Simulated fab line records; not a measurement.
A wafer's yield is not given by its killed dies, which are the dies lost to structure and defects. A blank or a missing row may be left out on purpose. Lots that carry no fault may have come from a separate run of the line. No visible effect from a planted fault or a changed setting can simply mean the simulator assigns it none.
Matching of chambers + flow sky130 + cmp-02 running SKY_VIA1_CMP_02: 4 sister chambers
The step polishes SiO2. 8 wafers are shown with their chamber, then 12 later ones without.

== WAFERS, EACH WITH ITS CHAMBER ==
| wafer  | chamber | motor current A (A) |
|--------|---------|---------------------|
| L082.1 | 1       | 12.6                |
| L082.2 | 2       | 12.0                |
| L083.1 | 3       | 10.7                |
| L083.2 | 2       | 11.6                |
| L083.6 | 3       | 9.6                 |
| L088.2 | 0       | 11.4                |
| L088.5 | 1       | 12.0                |
| L088.6 | 0       | 12.3                |

== WAFERS WITHOUT THEIR CHAMBER ==
| wafer  | motor current A (A) |
|--------|---------------------|
| L092.1 | 11.8                |
| L092.2 | 12.1                |
| L092.5 | 11.3                |
| L090.3 | 11.7                |
| L090.4 | 11.9                |
| L090.6 | 9.8                 |
| L093.1 | 12.3                |
| L093.3 | 10.6                |
| L093.4 | 12.4                |
| L095.2 | 10.2                |
| L095.4 | 11.1                |
| L095.6 | 11.7                |

== WHICH CHAMBER EACH WENT THROUGH ==
| wafer  | from the rows above               | in truth |
|--------|-----------------------------------|----------|
| L092.1 | can't be placed: 2 or 0 or 1      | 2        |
| L092.2 | can't be placed: 1 or 0 or 2      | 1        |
| L092.5 | can't be placed: 2 or 0 or 1 or 3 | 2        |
| L090.3 | can't be placed: 2 or 0 or 1      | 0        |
| L090.4 | can't be placed: 0 or 2 or 1      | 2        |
| L090.6 | 3                                 | 3        |
| L093.1 | can't be placed: 1 or 0 or 2      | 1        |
| L093.3 | can't be placed: 3 or 2 or 0      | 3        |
| L093.4 | can't be placed: 1 or 0 or 2      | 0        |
| L095.2 | 3                                 | 3        |
| L095.4 | can't be placed: 2 or 0 or 3 or 1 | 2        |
| L095.6 | can't be placed: 2 or 0 or 1      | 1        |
Correctly placed: 2 of 12. Not placeable from these rows: 10 (in 10, the candidates include the true chamber). 0 placed wrongly.
How it was worked out, from the rows above alone: a wafer's distance from a chamber is the root of the sum, over the readings, of the square of ((its reading less the chamber's mean) divided by the reading's scatter). The wafer belongs to the nearest chamber; if the next one is less than 2 further off, it can't be placed. For every chamber, the mean is computed from those of its wafers that are shown. The scatter is the square root of a quotient: the sum, over the shown wafers, of each reading's squared deviation from its chamber's mean, divided by wafers minus chambers.
